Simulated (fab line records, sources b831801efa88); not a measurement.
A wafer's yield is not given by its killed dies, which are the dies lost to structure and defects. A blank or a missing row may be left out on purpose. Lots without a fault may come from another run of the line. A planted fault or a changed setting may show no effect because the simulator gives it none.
Code-filled problem report in 8D (eight disciplines) form	flow sky130	the parts of the form that need people (team, actions taken, sign-off) are left out

## 1. WHAT WENT WRONG
Wafers free of any fault read 186.8 (standard deviation 1.2) for VT_ADJUST_LVTN_2_TW at SKY_VT_ADJUST_LVTN_TW_MEAS_21, against a mean of 203.7 on 6 wafers of 2 lots. Measured from the usual mean, that is +14 standard deviations.
First observed at day 11 01:41: wafer L583.1, on film-metro-02. The record has a number at this step for 36 wafers belonging to 12 lots. The rule behind "out" and "out of limits": a value lying over 4 standard deviations away from the usual mean. The rest of the wafers with a number are treated as sound.

## 2. WHAT IT IS, WHAT IT ISN'T
question	is	is not
which readings at this step	VT_ADJUST_LVTN_2_TW	-
which lots	L583, L585	L572, L573, L574, L575, L577, L589, L590, L591, L593, L594
which wafers of those lots	all that have a number	-
read on which gauges	film-metro-02	film-metro-01, film-metro-04
when	from day 11 01:41	up to then (15 sound wafers); but 15 sound wafers of L589, L590, L591, L593, L594 came after

## 3. SUSPECTS, AND WHAT RULES EACH OUT
Counting: any tool at a process step up to the reading is kept as a suspect provided that every lot that is out went through it and no sound lot did after the first of them.
- ruled out: the gauge at SKY_VT_ADJUST_LVTN_TW_MEAS_21. All the wafers that are out were read on film-metro-02, but those of them that SKY_VT_ADJUST_LVTN_IMPLANT_19 has rows for are out there too, on other tools.
- implanter-02 at SKY_VT_ADJUST_LVTN_IMPLANT_19: ruled out as a lasting fault. Following L583 (day 11 01:26), the first lot on it that is out, the sound lots L594 were run on it.
Left after counting: nothing in the record.

## 4. THE CAUSE (what the simulator had put in)
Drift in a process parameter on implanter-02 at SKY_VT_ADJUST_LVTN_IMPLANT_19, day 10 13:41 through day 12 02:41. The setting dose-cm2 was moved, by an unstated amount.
Counting ruled it out, wrongly: the rule takes a fault to strike every lot that its tool runs from its start on, and this one did not.

## 5. SEQUENCE OF EFFECTS, ordered by route
Rows list readings where the struck wafers' mean (over those with a number) sits beyond 3 standard deviations from the usual. Only readings whose record carries a usual standard deviation are examined. hours: median over the lots of the time between each lot's start at the first step of this table that gives one and its start at this step. sigmas: the change, counted in usual standard deviations.
hours	step	reading	usual	on struck wafers	change	sigmas
0	SKY_VT_ADJUST_LVTN_IMPLANT_19	dose-ions-cm2	6.501e+11	9.224e+11	+2.724e+11	+99 or more
0	SKY_VT_ADJUST_LVTN_IMPLANT_19	faraday-current-uA	3.67	5.13	+1.46	+19
0	SKY_VT_ADJUST_LVTN_TW_MEAS_21	VT_ADJUST_LVTN_2_TW	186.8	203.7	+16.9	+14
The process steps in it:
- SKY_VT_ADJUST_LVTN_IMPLANT_19
Later measuring or inspecting steps at which every struck wafer that the step has a row for has a number for every such reading, and none has moved that far: SKY_CAPM_RS_MEAS_03, SKY_METAL3_OVL_MEAS_14.

## 6. WHAT WOULD HAVE CAUGHT IT SOONER
The first out-of-limits reading at a measuring or inspecting step in this record came at day 11 01:41, 12 hours after the fault's start at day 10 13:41.
At SKY_VT_ADJUST_LVTN_IMPLANT_19, the tool's own readings (dose-ions-cm2, faraday-current-uA) were out on each struck wafer the step has a row for, so an alarm limit on them would have fired on the first such wafer.
